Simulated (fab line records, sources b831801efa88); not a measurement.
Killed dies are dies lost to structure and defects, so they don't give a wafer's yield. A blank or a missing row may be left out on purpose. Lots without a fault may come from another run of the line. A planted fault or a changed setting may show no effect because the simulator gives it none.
Chamber matching | flow gf180mcu | GF_STI_CMP_25 on cmp-02: 4 sister chambers
The step polishes, stops on Si3N4, t overpolish 33 s, target thk 524.6 nm. 14 wafers are shown with their chamber, then 7 later ones without.

WAFERS WITH THEIR CHAMBER
wafer  | chamber | motor_current_A (A) | time_to_endpoint_s (s) | overpolish_run_s (s)
L644.2 | 0       | 8.4                 | 125                    | 33.015
L644.4 | 1       | 12.0                | 126                    | 33.020
L644.6 | 0       | 8.3                 | 122                    | 32.997
L647.2 | 2       | 10.7                | 120                    | 32.998
L647.3 | 1       | 12.2                | 125                    | 32.996
L647.4 | 0       | 8.0                 | 125                    | 33.009
L650.1 | 3       | 12.5                | 122                    | 33.000
L650.3 | 2       | 10.6                | 119                    | 33.008
L650.6 | 3       | 12.3                | 119                    | 32.991
L652.2 | 1       | 12.1                | 120                    | 32.993
L652.3 | 0       | 8.9                 | 120                    | 33.018
L652.6 | 1       | 12.7                | 122                    | 33.001
L658.2 | 1       | 12.6                | 121                    | 33.003
L658.3 | 2       | 10.5                | 117                    | 33.004

SIGNATURES (means of the wafers above)
reading            | chamber 0 | chamber 1 | chamber 2 | chamber 3 | scatter within a chamber
motor_current_A    | 8.400     | 12.320    | 10.600    | 12.400    | 0.291
time_to_endpoint_s | 123.00    | 122.80    | 118.67    | 120.50    | 2.32
overpolish_run_s   | 33.00975  | 33.00260  | 33.00333  | 32.99550  | 0.00889
Rule: a wafer's distance from a chamber is the root of the sum, over the readings, of the square of ((its reading less the chamber's mean) divided by the reading's scatter). The wafer belongs to the nearest chamber; if the next one is less than 2 further off, it can't be placed. The scatter: the root of (the sum of the squares of (reading less its chamber's mean) over the shown wafers, divided by (wafers less chambers)).

WAFERS WITHOUT THEIR CHAMBER
wafer  | motor_current_A (A) | time_to_endpoint_s (s) | overpolish_run_s (s)
L658.5 | 8.4                 | 116                    | 32.997
L659.4 | 13.1                | 123                    | 32.979
L659.5 | 10.7                | 123                    | 32.997
L659.6 | 12.5                | 123                    | 33.009
L665.1 | 9.1                 | 120                    | 33.006
L665.3 | 12.1                | 125                    | 33.004
L665.4 | 10.7                | 118                    | 32.992

WHICH CHAMBER EACH WENT THROUGH
wafer  | from the rows above     | in truth
L658.5 | 0                       | 0
L659.4 | can't be placed: 3 or 1 | 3
L659.5 | 2                       | 2
L659.6 | can't be placed: 1 or 3 | 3
L665.1 | 0                       | 0
L665.3 | can't be placed: 1 or 3 | 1
L665.4 | 2                       | 2
Placed correctly: 4 of 7. Can't be placed from these rows: 3 (the true chamber is among the candidates in 3). Placed wrongly: 0.
